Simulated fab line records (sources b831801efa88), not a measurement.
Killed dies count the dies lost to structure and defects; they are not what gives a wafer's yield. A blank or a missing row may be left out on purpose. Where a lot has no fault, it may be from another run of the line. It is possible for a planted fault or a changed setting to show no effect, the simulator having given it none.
fab line records	flow gf180mcu
record lots=24	wafers=72	last_day=34
route steps=602 shown MVSD@76 MVPSD@85 M2@368 V2@404 V3@446 V5@558
lots that met no fault: from a run of the same line without faults
start_h: hours from the record's first day to the start of the lot's first wafer shown	wait_h: hours since the lot's step before	" identical to the entry in the row above	L1.1+2: a row that stands for several wafers	- no value, or no start given	* or withheld: withheld	< > ~ a bound
route shown NAME@n: a module of which the file shows steps, and the number in the route of the first	usual: mean and standard deviation over wafers with no fault	same: alike in all rows	chamber/n: place in a boat	sites: the reading at each site	_std_site: their standard deviation	_edge_site: outer sites' mean less inner sites'	radius_mm: for every site, how far away it sits from the centre of the wafer	mask NAME#n: copy n	behind: the last tool/chamber to shape the wafer	hold: reason for holding the lot/hours on hold/outcome of the hold	device: transistor that didn't switch, given as n, p or np	end of line: tests run on the same wafers once the route is complete	a step given without rows: its recipe and nothing more	killed: count of dies lost to structure and defects at first sort (not the wafer's yield)	map: shows each die of a wafer: x if killed, . if not, _ if none is there
set.NAME: the setting that was run; set.NAME@STEP: the one run at that earlier step	model.NAME: the simulator's own value behind a step, which no gauge read
steps of the route over a sample of lots; a table a step, a row a wafer
services: from which hour (start_h, from the record's first day; less than 0 if before it) a tool's chamber was out of use, for how many hours, and why
## steps
# step GF_MVSD_STRIP_10
# recipe chemistry=O2/N2	power_w=1400	pressure_mtorr=1500	platen_temp_c=250	o2_flow_sccm=3000	n2_flow_sccm=300	overash_fraction=0.5
# usual drypump_motor_current_A=5.6/0.35	heater_power_w=322/36	oes_product_au=0.723/0.0044	strip_time_to_endpoint_s=37.00/0.085
lot.wafer	tool	chamber	start_h	wait_h	drypump_motor_current_A	heater_power_w	oes_product_au	rf_hours_counter_h	strip_time_to_endpoint_s
L074.3	plasma_asher-03	1	83.13	0.1	6.2	399	0.717	-	37.01
L074.5	"	1	"	"	6.2	410	0.726	-	36.91
L074.6	"	0	"	"	5.7	334	0.723	-	37.02
L075.2	plasma_asher-03	1	88.33	0.1	6.2	396	0.723	44	36.99
L075.3	"	0	"	"	5.8	346	0.716	-	37.05
L075.5	"	0	"	"	5.8	338	0.722	-	37.16
L076.4	plasma_asher-04	0	95.49	0.1	5.8	284	0.718	-	37.19
L076.5	"	0	"	"	5.8	288	0.718	-	37.05
L076.6	"	1	"	"	5.2	323	0.721	-	37.08
L077.3	plasma_asher-01	0	100.58	0.1	5.3	339	0.717	-	36.92
L077.5	"	1	"	"	5.6	306	0.717	-	36.91
L077.6	"	0	"	"	5.3	351	0.726	-	36.85
L078.1	plasma_asher-01	0	105.18	0.1	5.2	338	0.721	43	36.95
L078.5	"	0	"	"	5.2	341	0.720	-	36.90
L078.6	"	1	"	"	5.6	300	0.716	-	36.89
L079.2	plasma_asher-04	0	111.76	0.1	5.8	280	0.715	31	36.83
L079.3	"	1	"	"	5.2	320	0.724	-	36.92
L079.4	"	0	"	"	5.8	278	0.719	-	36.96
L080.1	plasma_asher-01	1	117.88	0.1	5.6	296	0.729	0	36.99
L080.2	"	0	"	"	5.2	325	0.723	0	37.04
L080.3	"	1	"	"	5.6	291	0.718	-	36.96
L081.2	plasma_asher-04	1	123.04	0.1	5.2	328	0.728	33	37.03
L081.4	"	1	"	"	5.2	320	0.722	-	37.01
L081.6	"	0	"	"	5.8	281	0.722	-	36.87
L082.3	plasma_asher-01	0	130.03	0.1	5.2	325	0.719	-	36.97
L082.4	"	1	"	"	5.6	286	0.726	-	37.04
L082.5	"	1	"	"	5.6	286	0.727	-	37.05
L083.1	plasma_asher-04	1	136.44	0.1	5.2	323	0.722	34	36.96
L083.4	"	1	"	"	5.2	313	0.724	-	36.96
L083.6	"	0	"	"	5.8	278	0.728	-	36.94
L084.1	plasma_asher-03	0	142.41	0.1	5.7	344	0.724	49	37.02
L084.2	"	1	"	"	6.3	392	0.724	49	36.94
L084.4	"	1	"	"	6.3	396	0.719	-	37.13
L085.2	plasma_asher-01	0	147.86	0.1	5.2	344	0.726	2	37.17
L085.3	"	1	"	"	5.6	297	0.727	-	37.14
L085.5	"	1	"	"	5.6	281	0.731	-	37.11
L086.1	plasma_asher-01	0	152.58	0.1	5.2	331	0.719	3	37.03
L086.2	"	1	"	"	5.6	292	0.724	3	37.05
L086.6	"	1	"	"	5.6	299	0.722	-	37.09
L087.1	plasma_asher-03	1	158.81	0.1	6.3	391	0.722	51	36.89
L087.3	"	1	"	"	6.2	400	0.728	-	37.16
L087.4	"	0	"	"	5.7	337	0.718	-	37.02
L088.2	plasma_asher-04	1	165.41	0.1	5.2	323	0.729	37	37.11
L088.3	"	0	"	"	5.8	283	0.720	-	37.06
L088.5	"	0	"	"	5.8	291	0.724	-	37.12
L089.3	plasma_asher-04	0	171.38	0.1	5.8	286	0.728	-	36.91
L089.4	"	1	"	"	5.2	320	0.724	-	36.87
L089.6	"	0	"	"	5.8	291	0.716	-	36.94
L090.3	plasma_asher-04	0	176.66	0.1	5.8	282	0.725	-	36.88
L090.4	"	1	"	"	5.1	320	0.715	-	36.96
L090.5	"	1	"	"	5.1	323	0.726	-	36.90
L091.2	plasma_asher-04	0	181.14	0.1	5.8	287	0.722	39	37.01
L091.3	"	0	"	"	5.8	284	0.724	-	37.08
L091.6	"	0	"	"	5.8	286	0.720	-	37.04
L092.2	plasma_asher-01	1	189.04	0.1	5.6	292	0.727	7	37.02
L092.3	"	1	"	"	5.6	280	0.724	-	36.99
L092.5	"	1	"	"	5.6	294	0.722	-	36.95
L093.1	plasma_asher-01	1	194.81	0.1	5.6	288	0.727	7	36.98
L093.5	"	0	"	"	5.2	320	0.718	-	36.99
L093.6	"	1	"	"	5.6	291	0.730	-	37.05
L094.1	plasma_asher-03	0	200.34	0.1	5.7	336	0.722	55	37.15
L094.3	"	1	"	"	6.2	401	0.723	-	37.05
L094.5	"	1	"	"	6.3	392	0.722	-	36.96
L095.1	plasma_asher-04	1	206.28	0.1	5.2	315	0.720	42	36.91
L095.4	"	0	"	"	5.8	278	0.724	-	36.95
L095.5	"	1	"	"	5.2	322	0.720	-	36.98
L096.1	plasma_asher-03	1	213.04	0.1	6.3	397	0.722	56	36.95
L096.3	"	0	"	"	5.8	332	0.723	-	36.96
L096.5	"	0	"	"	5.8	339	0.724	-	37.01
L097.3	plasma_asher-04	0	216.34	0.1	5.8	283	0.725	-	36.96
L097.5	"	1	"	"	5.2	319	0.719	-	37.08
L097.6	"	0	"	"	5.8	280	0.726	-	36.96
# step GF_MVPSD_OVL_MEAS_07
# usual MVPSD_OVL=0.4/1.4
lot.wafer	tool	chamber	start_h	wait_h	MVPSD_OVL[nm]
L074.3	overlay-01	-	96.65	-	1.0
L074.5	"	-	"	"	2.6
L074.6	"	-	"	"	0.1
L075.2	overlay-01	-	102.73	-	0.5
L075.3	"	-	"	"	-0.2
L075.5	"	-	"	"	1.1
L076.4	overlay-02	-	110.24	-	1.7
L076.5	"	-	"	"	1.1
L076.6	"	-	"	"	0.7
L077.3	overlay-02	-	115.49	-	0.6
L077.5	"	-	"	"	0.0
L077.6	"	-	"	"	0.4
L078.1	overlay-01	-	120.72	-	0.8
L078.5	"	-	"	"	-1.2
L078.6	"	-	"	"	0.5
L079.2	overlay-01	-	127.10	-	1.5
L079.3	"	-	"	"	-0.1
L079.4	"	-	"	"	0.0
L080.1	overlay-01	-	132.67	-	0.6
L080.2	"	-	"	"	0.7
L080.3	"	-	"	"	-0.2
L081.2	overlay-01	-	137.98	-	-2.0
L081.4	"	-	"	"	-2.1
L081.6	"	-	"	"	-0.6
L082.3	overlay-01	-	145.03	-	1.1
L082.4	"	-	"	"	0.7
L082.5	"	-	"	"	-0.5
L083.1	overlay-01	-	152.57	-	1.7
L083.4	"	-	"	"	0.9
L083.6	"	-	"	"	0.1
L084.1	overlay-02	-	158.82	-	-1.6
L084.2	"	-	"	"	-0.1
L084.4	"	-	"	"	-1.8
L085.2	overlay-02	-	164.18	-	1.0
L085.3	"	-	"	"	0.5
L085.5	"	-	"	"	-0.2
L086.1	overlay-01	-	168.82	-	0.3
L086.2	"	-	"	"	-0.4
L086.6	"	-	"	"	-0.8
L087.1	overlay-02	-	174.77	-	1.5
L087.3	"	-	"	"	0.6
L087.4	"	-	"	"	0.6
L088.2	overlay-01	-	181.58	-	2.4
L088.3	"	-	"	"	4.0
L088.5	"	-	"	"	2.3
L089.3	overlay-02	-	187.89	-	2.9
L089.4	"	-	"	"	0.7
L089.6	"	-	"	"	0.6
L090.3	overlay-02	-	193.85	-	-1.6
L090.4	"	-	"	"	-0.9
L090.5	"	-	"	"	-0.9
L091.2	overlay-02	-	198.25	-	-0.6
L091.3	"	-	"	"	0.5
L091.6	"	-	"	"	-1.3
L092.2	overlay-02	-	206.63	-	0.2
L092.3	"	-	"	"	1.1
L092.5	"	-	"	"	0.3
L093.1	overlay-01	-	212.67	-	-2.4
L093.5	"	-	"	"	-3.0
L093.6	"	-	"	"	-4.0
L094.1	overlay-02	-	217.52	-	1.9
L094.3	"	-	"	"	-0.5
L094.5	"	-	"	"	2.9
L095.1	overlay-01	-	223.49	-	-0.5
L095.4	"	-	"	"	1.0
L095.5	"	-	"	"	-1.8
L096.1	overlay-02	-	230.77	-	1.0
L096.3	"	-	"	"	1.3
L096.5	"	-	"	"	1.1
L097.3	overlay-02	-	234.33	-	-0.9
L097.5	"	-	"	"	0.5
L097.6	"	-	"	"	-1.7
# step GF_M2_THK_MEAS_06
# recipe thk_meas_gauge=xrf	reads=AlCu_of_M2_SPUTTER_02
# usual M2_ALCU_THK=452/5.2
lot.wafer	tool	chamber	start_h	wait_h	M2_ALCU_THK[nm]
L074.3	film_metro-03	-	417.32	0.1	458
L074.5	"	-	"	"	458
L074.6	"	-	"	"	452
L075.2	film_metro-03	-	421.13	0.1	453
L075.3	"	-	"	"	460
L075.5	"	-	"	"	453
L076.4	film_metro-03	-	437.85	0.1	464
L076.5	"	-	"	"	457
L076.6	"	-	"	"	459
L077.3	film_metro-01	-	442.05	0.1	457
L077.5	"	-	"	"	451
L077.6	"	-	"	"	460
L078.1	film_metro-03	-	453.47	0.1	454
L078.5	"	-	"	"	448
L078.6	"	-	"	"	451
L079.2	film_metro-01	-	464.66	0.1	448
L079.3	"	-	"	"	452
L079.4	"	-	"	"	445
L080.1	film_metro-01	-	472.12	0.1	454
L080.2	"	-	"	"	455
L080.3	"	-	"	"	453
L081.2	film_metro-01	-	483.06	0.1	444
L081.4	"	-	"	"	451
L081.6	"	-	"	"	444
L082.3	film_metro-01	-	492.63	0.1	454
L082.4	"	-	"	"	449
L082.5	"	-	"	"	448
L083.1	film_metro-04	-	497.87	0.1	455
L083.4	"	-	"	"	450
L083.6	"	-	"	"	462
L084.1	film_metro-03	-	511.69	0.1	444
L084.2	"	-	"	"	451
L084.4	"	-	"	"	447
L085.2	film_metro-01	-	515.85	0.1	450
L085.3	"	-	"	"	460
L085.5	"	-	"	"	458
L086.1	film_metro-01	-	525.91	0.1	452
L086.2	"	-	"	"	444
L086.6	"	-	"	"	446
L087.1	film_metro-04	-	532.28	0.1	452
L087.3	"	-	"	"	445
L087.4	"	-	"	"	452
L088.2	film_metro-03	-	539.38	0.1	455
L088.3	"	-	"	"	451
L088.5	"	-	"	"	452
L089.3	film_metro-04	-	549.62	0.1	460
L089.4	"	-	"	"	450
L089.6	"	-	"	"	459
L090.3	film_metro-03	-	555.12	0.1	456
L090.4	"	-	"	"	452
L090.5	"	-	"	"	457
L091.2	film_metro-03	-	562.19	0.1	453
L091.3	"	-	"	"	456
L091.6	"	-	"	"	451
L092.2	film_metro-01	-	572.35	0.1	438
L092.3	"	-	"	"	452
L092.5	"	-	"	"	451
L093.1	film_metro-03	-	578.18	0.1	451
L093.5	"	-	"	"	453
L093.6	"	-	"	"	445
L094.1	film_metro-04	-	586.35	0.1	451
L094.3	"	-	"	"	458
L094.5	"	-	"	"	451
L095.1	film_metro-01	-	592.90	0.1	442
L095.4	"	-	"	"	445
L095.5	"	-	"	"	448
L096.1	film_metro-01	-	602.37	0.1	454
L096.3	"	-	"	"	448
L096.5	"	-	"	"	456
L097.3	film_metro-03	-	606.18	0.1	462
L097.5	"	-	"	"	459
L097.6	"	-	"	"	461
# step GF_V2_SPUTTER_22
# recipe material=TiN	target_thk_nm=10	chamber_pressure_pa=5	power_w=4000	time_s=40
# usual cathode_dc_power_W=4000.0/0.72	chamber_pressure_pa=5.000/0.011	throttle_valve_pct=29.8/1.2
lot.wafer	tool	chamber	start_h	wait_h	cathode_dc_power_W	chamber_pressure_pa	throttle_valve_pct
L074.3	pvd_sputter-03	-	467.78	0.0	4000.5	5.022	30.5
L074.5	"	-	"	"	3998.4	4.992	32.8
L074.6	"	-	"	"	3999.5	4.999	30.5
L075.2	pvd_sputter-01	-	472.13	0.0	4001.5	4.986	30.6
L075.3	"	-	"	"	3999.6	5.003	27.8
L075.5	"	-	"	"	4000.1	5.001	29.6
L076.4	pvd_sputter-04	-	489.39	0.0	4000.8	4.994	28.2
L076.5	"	-	"	"	3999.7	5.008	29.2
L076.6	"	-	"	"	3999.4	4.980	31.2
L077.3	pvd_sputter-01	-	492.66	0.0	3999.9	4.990	29.8
L077.5	"	-	"	"	4000.1	4.987	29.6
L077.6	"	-	"	"	3999.4	5.005	29.7
L078.1	pvd_sputter-01	-	503.27	0.0	3998.6	4.986	29.8
L078.5	"	-	"	"	4000.7	4.981	30.3
L078.6	"	-	"	"	3999.8	4.992	29.6
L079.2	pvd_sputter-04	-	515.02	0.0	4000.3	5.000	29.2
L079.3	"	-	"	"	4000.3	4.993	28.1
L079.4	"	-	"	"	3999.1	5.002	29.7
L080.1	pvd_sputter-03	-	522.76	0.0	4000.2	5.005	29.2
L080.2	"	-	"	"	4000.0	5.005	32.5
L080.3	"	-	"	"	3999.9	4.992	30.8
L081.2	pvd_sputter-03	-	533.05	0.0	3999.2	4.996	29.2
L081.4	"	-	"	"	3999.3	5.004	30.4
L081.6	"	-	"	"	3999.3	5.007	30.7
L082.3	pvd_sputter-04	-	540.05	0.0	3999.9	4.989	29.2
L082.4	"	-	"	"	4000.6	4.987	29.5
L082.5	"	-	"	"	4000.1	5.008	29.4
L083.1	pvd_sputter-03	-	546.67	0.0	4000.0	4.993	28.7
L083.4	"	-	"	"	4001.3	5.008	29.0
L083.6	"	-	"	"	4000.3	5.001	30.7
L084.1	pvd_sputter-04	-	559.24	0.0	4000.2	4.998	29.4
L084.2	"	-	"	"	4000.0	5.010	28.6
L084.4	"	-	"	"	3999.5	4.996	28.0
L085.2	pvd_sputter-01	-	563.33	0.0	3999.8	5.016	30.3
L085.3	"	-	"	"	3999.0	5.002	29.7
L085.5	"	-	"	"	3999.6	5.002	28.4
L086.1	pvd_sputter-04	-	573.72	0.0	4000.6	4.998	29.7
L086.2	"	-	"	"	4000.0	4.983	29.2
L086.6	"	-	"	"	4000.5	4.996	29.2
L087.1	pvd_sputter-01	-	578.93	0.0	4000.3	4.998	29.6
L087.3	"	-	"	"	4000.3	4.995	29.9
L087.4	"	-	"	"	3999.5	5.001	30.4
L088.2	pvd_sputter-04	-	586.36	0.0	3999.7	5.013	29.2
L088.3	"	-	"	"	4000.6	5.013	29.4
L088.5	"	-	"	"	4001.3	5.001	28.3
L089.3	pvd_sputter-04	-	596.67	0.0	4001.0	5.007	31.6
L089.4	"	-	"	"	3999.6	4.987	28.3
L089.6	"	-	"	"	3999.5	4.996	28.4
L090.3	pvd_sputter-01	-	601.16	0.0	4001.1	5.013	29.9
L090.4	"	-	"	"	3999.5	4.990	29.9
L090.5	"	-	"	"	3999.0	4.973	30.0
L091.2	pvd_sputter-04	-	607.51	0.0	3999.9	5.014	28.5
L091.3	"	-	"	"	3999.8	5.004	29.6
L091.6	"	-	"	"	3999.2	4.978	29.4
L092.2	pvd_sputter-03	-	617.26	0.0	4001.1	5.008	30.4
L092.3	"	-	"	"	4000.0	4.993	28.9
L092.5	"	-	"	"	3999.3	5.002	30.5
L093.1	pvd_sputter-03	-	623.14	0.0	3999.6	4.985	28.9
L093.5	"	-	"	"	4000.0	5.010	28.8
L093.6	"	-	"	"	4000.2	5.019	30.5
L094.1	pvd_sputter-03	-	629.99	0.0	4000.9	5.015	28.8
L094.3	"	-	"	"	4001.2	4.991	32.5
L094.5	"	-	"	"	3999.6	4.987	32.7
L095.1	pvd_sputter-04	-	636.92	0.0	4000.1	5.007	28.0
L095.4	"	-	"	"	3999.5	5.001	29.5
L095.5	"	-	"	"	4000.4	4.999	29.3
L096.1	pvd_sputter-04	-	646.19	0.0	4001.7	4.996	29.2
L096.3	"	-	"	"	3999.6	4.994	29.4
L096.5	"	-	"	"	4000.9	5.011	29.5
L097.3	pvd_sputter-03	-	649.86	0.0	3999.9	5.006	29.0
L097.5	"	-	"	"	3999.4	4.995	29.0
L097.6	"	-	"	"	4000.6	5.005	32.4
# step GF_V3_ETCH_17
# recipe chemistry=C4F8/O2/Ar	mask_material=KrF	target=SiO2	stop_on=TiN	source_w=1500	bias_w=1200	pressure_mtorr=40	c4f8_flow_sccm=withheld	O2_flow_sccm=6	Ar_flow_sccm=300	time_s=withheld	target_depth_a=6350
# usual oes_product_au=0.866/0.0047
lot.wafer	tool	chamber	start_h	wait_h	oes_product_au
L074.3	rie_diel-04	3	-	-	0.867
L074.5	"	2	"	"	0.864
L074.6	"	3	"	"	0.867
L075.2	rie_diel-03	3	-	-	0.862
L075.3	"	0	"	"	0.859
L075.5	"	0	"	"	0.870
L076.4	rie_diel-01	3	-	-	0.858
L076.5	"	1	"	"	0.861
L076.6	"	2	"	"	0.859
L077.3	rie_diel-04	2	-	-	0.870
L077.5	"	1	"	"	0.869
L077.6	"	2	"	"	0.868
L078.1	rie_diel-01	3	-	-	0.865
L078.5	"	1	"	"	0.869
L078.6	"	2	"	"	0.869
L079.2	rie_diel-01	3	-	-	0.871
L079.3	"	1	"	"	0.873
L079.4	"	0	"	"	0.862
L080.1	rie_diel-04	3	-	-	0.859
L080.2	"	2	"	"	0.861
L080.3	"	0	"	"	0.867
L081.2	rie_diel-03	3	-	-	0.864
L081.4	"	0	"	"	0.873
L081.6	"	0	"	"	0.866
L082.3	rie_diel-04	1	-	-	0.860
L082.4	"	2	"	"	0.870
L082.5	"	2	"	"	0.874
L083.1	rie_diel-04	0	-	-	0.868
L083.4	"	1	"	"	0.869
L083.6	"	0	"	"	0.872
L084.1	rie_diel-01	3	-	-	0.870
L084.2	"	1	"	"	0.871
L084.4	"	0	"	"	0.863
L085.2	rie_diel-01	3	-	-	0.863
L085.3	"	2	"	"	0.855
L085.5	"	2	"	"	0.866
L086.1	rie_diel-01	2	-	-	0.864
L086.2	"	1	"	"	0.864
L086.6	"	2	"	"	0.864
L087.1	rie_diel-01	1	-	-	0.862
L087.3	"	0	"	"	0.862
L087.4	"	0	"	"	0.859
L088.2	rie_diel-04	1	-	-	0.865
L088.3	"	2	"	"	0.873
L088.5	"	3	"	"	0.863
L089.3	rie_diel-04	3	-	-	0.869
L089.4	"	0	"	"	0.863
L089.6	"	2	"	"	0.863
L090.3	rie_diel-03	0	-	-	0.865
L090.4	"	2	"	"	0.867
L090.5	"	3	"	"	0.864
L091.2	rie_diel-01	2	-	-	0.873
L091.3	"	3	"	"	0.867
L091.6	"	2	"	"	0.860
L092.2	rie_diel-04	3	-	-	0.856
L092.3	"	1	"	"	0.865
L092.5	"	2	"	"	0.867
L093.1	rie_diel-03	3	-	-	0.864
L093.5	"	2	"	"	0.859
L093.6	"	1	"	"	0.867
L094.1	rie_diel-04	1	-	-	0.876
L094.3	"	1	"	"	0.865
L094.5	"	3	"	"	0.862
L095.1	rie_diel-01	3	-	-	0.871
L095.4	"	2	"	"	0.859
L095.5	"	1	"	"	0.860
L096.1	rie_diel-03	1	-	-	0.865
L096.3	"	2	"	"	0.863
L096.5	"	3	"	"	0.870
L097.3	rie_diel-04	1	-	-	0.860
L097.5	"	2	"	"	0.861
L097.6	"	3	"	"	0.857
# step GF_V5_STRIP_18
# recipe chemistry=O2/N2	power_w=1400	pressure_mtorr=1500	platen_temp_c=250	o2_flow_sccm=3000	n2_flow_sccm=300	overash_fraction=0.5
# usual drypump_motor_current_A=5.7/0.38	heater_power_w=330/32	oes_product_au=0.569/0.0053
lot.wafer	tool	chamber	start_h	wait_h	drypump_motor_current_A	heater_power_w	oes_product_au	rf_hours_counter_h
L074.3	plasma_asher-04	0	633.84	-	5.8	277	0.567	-
L074.5	"	0	"	"	5.8	281	0.569	-
L074.6	"	1	"	"	5.2	311	0.576	-
L075.2	plasma_asher-04	1	636.56	-	5.2	311	0.560	87
L075.3	"	1	"	"	5.2	320	0.573	-
L075.5	"	1	"	"	5.2	318	0.582	-
L076.4	plasma_asher-04	1	651.07	-	5.2	326	0.572	-
L076.5	"	1	"	"	5.2	322	0.567	-
L076.6	"	0	"	"	5.8	280	0.576	-
L077.3	plasma_asher-03	0	654.77	-	5.8	355	0.571	-
L077.5	"	1	"	"	6.2	367	0.575	-
L077.6	"	0	"	"	5.8	353	0.575	-
L078.1	plasma_asher-04	0	663.17	-	5.8	287	0.582	90
L078.5	"	0	"	"	5.8	288	0.561	-
L078.6	"	1	"	"	5.2	311	0.557	-
L079.2	plasma_asher-01	0	673.79	-	5.3	330	0.566	55
L079.3	"	0	"	"	5.3	331	0.566	-
L079.4	"	1	"	"	5.6	290	0.564	-
L080.1	plasma_asher-03	0	680.12	-	5.8	346	0.567	26
L080.2	"	1	"	"	6.2	364	0.563	26
L080.3	"	0	"	"	5.8	348	0.563	-
L081.2	plasma_asher-03	0	688.01	-	5.7	342	0.569	27
L081.4	"	1	"	"	6.2	378	0.567	-
L081.6	"	0	"	"	5.8	340	0.570	-
L082.3	plasma_asher-03	0	694.01	-	5.8	347	0.568	-
L082.4	"	1	"	"	6.3	370	0.576	-
L082.5	"	0	"	"	5.8	335	0.571	-
L083.1	plasma_asher-03	1	699.89	-	6.2	371	0.562	28
L083.4	"	0	"	"	5.8	337	0.568	-
L083.6	"	1	"	"	6.3	370	0.567	-
L084.1	plasma_asher-03	0	709.14	-	5.8	339	0.571	29
L084.2	"	1	"	"	6.2	373	0.571	29
L084.4	"	1	"	"	6.2	369	0.569	-
L085.2	plasma_asher-04	1	713.19	-	5.2	318	0.568	96
L085.3	"	1	"	"	5.1	318	0.564	-
L085.5	"	0	"	"	5.8	287	0.567	-
L086.1	plasma_asher-01	0	722.94	-	5.2	327	0.572	60
L086.2	"	1	"	"	5.6	280	0.569	60
L086.6	"	0	"	"	5.2	326	0.568	-
L087.1	plasma_asher-04	1	727.37	-	5.1	321	0.575	97
L087.3	"	1	"	"	5.2	320	0.563	-
L087.4	"	0	"	"	5.8	288	0.571	-
L088.2	plasma_asher-04	1	733.55	-	5.2	320	0.567	98
L088.3	"	0	"	"	5.8	283	0.564	-
L088.5	"	1	"	"	5.1	310	0.564	-
L089.3	plasma_asher-03	1	741.66	-	6.2	370	0.574	-
L089.4	"	0	"	"	5.8	346	0.568	-
L089.6	"	0	"	"	5.8	344	0.566	-
L090.3	plasma_asher-03	0	745.11	-	5.8	350	0.568	-
L090.4	"	1	"	"	6.2	371	0.570	-
L090.5	"	1	"	"	6.2	372	0.561	-
L091.2	plasma_asher-04	0	752.26	-	5.8	279	0.567	100
L091.3	"	1	"	"	5.2	312	0.569	-
L091.6	"	1	"	"	5.2	335	0.564	-
L092.2	plasma_asher-03	0	759.27	-	5.8	354	0.568	34
L092.3	"	1	"	"	6.2	372	0.565	-
L092.5	"	1	"	"	6.2	378	0.580	-
L093.1	plasma_asher-03	0	764.12	-	5.8	342	0.568	35
L093.5	"	1	"	"	6.2	369	0.574	-
L093.6	"	0	"	"	5.7	335	0.565	-
L094.1	plasma_asher-03	1	769.67	-	6.2	369	0.571	35
L094.3	"	1	"	"	6.2	361	0.566	-
L094.5	"	1	"	"	6.3	374	0.575	-
L095.1	plasma_asher-04	0	774.39	-	5.8	288	0.571	103
L095.4	"	0	"	"	5.8	287	0.573	-
L095.5	"	1	"	"	5.2	327	0.566	-
L096.1	plasma_asher-03	1	781.94	-	6.2	374	0.567	36
L096.3	"	0	"	"	5.8	350	0.576	-
L096.5	"	1	"	"	6.2	375	0.574	-
L097.3	plasma_asher-01	1	783.71	-	5.6	292	0.566	-
L097.5	"	0	"	"	5.2	331	0.571	-
L097.6	"	1	"	"	5.6	284	0.570	-
## services
tool	chamber	start_h	hours	kind
plasma_asher-01	-	66.17	10.5	repair
plasma_asher-04	-	69.13	4.3	pm
rie_diel-04	3	85.28	12.8	repair
pvd_sputter-04	-	85.37	8.1	repair
pvd_sputter-04	-	96.79	0.9	repair
pvd_sputter-04	-	102.99	14.1	repair
plasma_asher-01	-	108.75	9.0	pm
plasma_asher-01	-	138.71	5.0	repair
plasma_asher-03	-	255.20	3.5	repair
pvd_sputter-04	-	265.87	1.8	repair
plasma_asher-01	-	268.19	0.4	repair
rie_diel-04	-	278.22	14.6	pm
rie_diel-04	-	295.09	0.8	repair
rie_diel-04	1	329.02	3.4	repair
rie_diel-04	1	350.23	5.1	repair
pvd_sputter-04	-	374.73	0.8	repair
plasma_asher-03	-	416.97	0.5	repair
plasma_asher-03	-	421.25	9.0	pm
plasma_asher-04	-	462.43	13.5	repair
plasma_asher-04	-	567.34	0.7	repair
plasma_asher-01	-	582.39	14.6	pm
plasma_asher-03	-	620.46	2.4	repair
plasma_asher-01	-	706.40	0.3	repair
plasma_asher-01	-	765.07	2.8	pm
## key
fault none
